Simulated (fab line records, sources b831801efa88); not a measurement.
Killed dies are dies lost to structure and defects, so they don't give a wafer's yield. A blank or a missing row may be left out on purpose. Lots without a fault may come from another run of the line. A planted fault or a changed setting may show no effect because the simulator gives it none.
One fault seen from 2 desks | flow sky130 | each desk has only its own numbers; what lay behind them comes last

THE TOOL OWNER'S DESK: implanter-01
The tool's own readings at SKY_POLY_GATE_IMPLANT_02: means of the sampled wafers that have a number, for each lot that ran on this tool. A lot is out of limits, marked OUT, if its mean lies more than 4 standard deviations from the usual mean; the brackets give that distance.
Columns: A = dose_ions_cm2 at SKY_POLY_GATE_IMPLANT_02, usual 7.699e+15
lot  | first seen here | A
L643 | day 17 13:39    | 7.691e+15
L644 | day 17 14:42    | 7.700e+15
L649 | day 19 01:42    | 7.697e+15
L653 | day 20 17:18    | 6.298e+15 (-99 or more) OUT
L654 | day 21 00:01    | 6.317e+15 (-99 or more) OUT
This desk's finding: out of limits on L653, L654; first on L653, day 20 17:18 (dose_ions_cm2 at SKY_POLY_GATE_IMPLANT_02). In limits: L643, L644, L649.

THE METROLOGY DESK
What the gauges read, lot by lot, whatever tool the lot ran on: means of the sampled wafers that have a number. A lot is out of limits, marked OUT, if its mean lies more than 4 standard deviations from the usual mean; the brackets give that distance.
Columns: A = FIELD_ISO_CVD_03_THK at SKY_FIELD_ISO_THK_MEAS_04, usual 165.4 nm; B = VT_ADJUST_LVTN_OVL at SKY_VT_ADJUST_LVTN_OVL_MEAS_07, usual -0.9 nm
lot  | first seen here | A     | B
L638 | day 1 20:16     | 167.2 | 0.7
L639 | day 1 20:19     | 164.0 | 1.4
L642 | day 2 17:43     | 166.2 | -1.4
L643 | day 2 17:44     | 165.6 | -3.0
L644 | day 2 22:04     | 166.2 | -1.7
L645 | day 3 00:55     | 165.4 | -0.4
L649 | day 3 21:49     | 162.5 | 0.3
L653 | day 4 16:51     | 165.9 | -0.6
L654 | day 4 21:30     | 164.8 | 0.4
L656 | day 5 07:30     | 163.8 | -0.2
L657 | day 5 14:28     | 165.6 | -1.6
L659 | day 5 23:38     | 165.9 | -2.2
This desk's finding: nothing out of limits on any of the 12 lots.

PUT TOGETHER
The tool owner's desk could have raised an alarm at day 20 17:18, on L653, L654.
The metrology desk saw nothing out of limits.
The metrology desk has L653, L654 on record, within its limits.
Of the lots named, all ran SKY_POLY_GATE_IMPLANT_02 on implanter-01.

WHAT THE SIMULATOR HAD PUT IN
Process parameter drift: implanter-01, from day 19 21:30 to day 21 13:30, at SKY_POLY_GATE_IMPLANT_02. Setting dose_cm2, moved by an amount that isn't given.
Lots struck among those shown: L653, L654.
Hours from the fault's start to each desk's first reading out of limits: the tool owner's desk, 20.
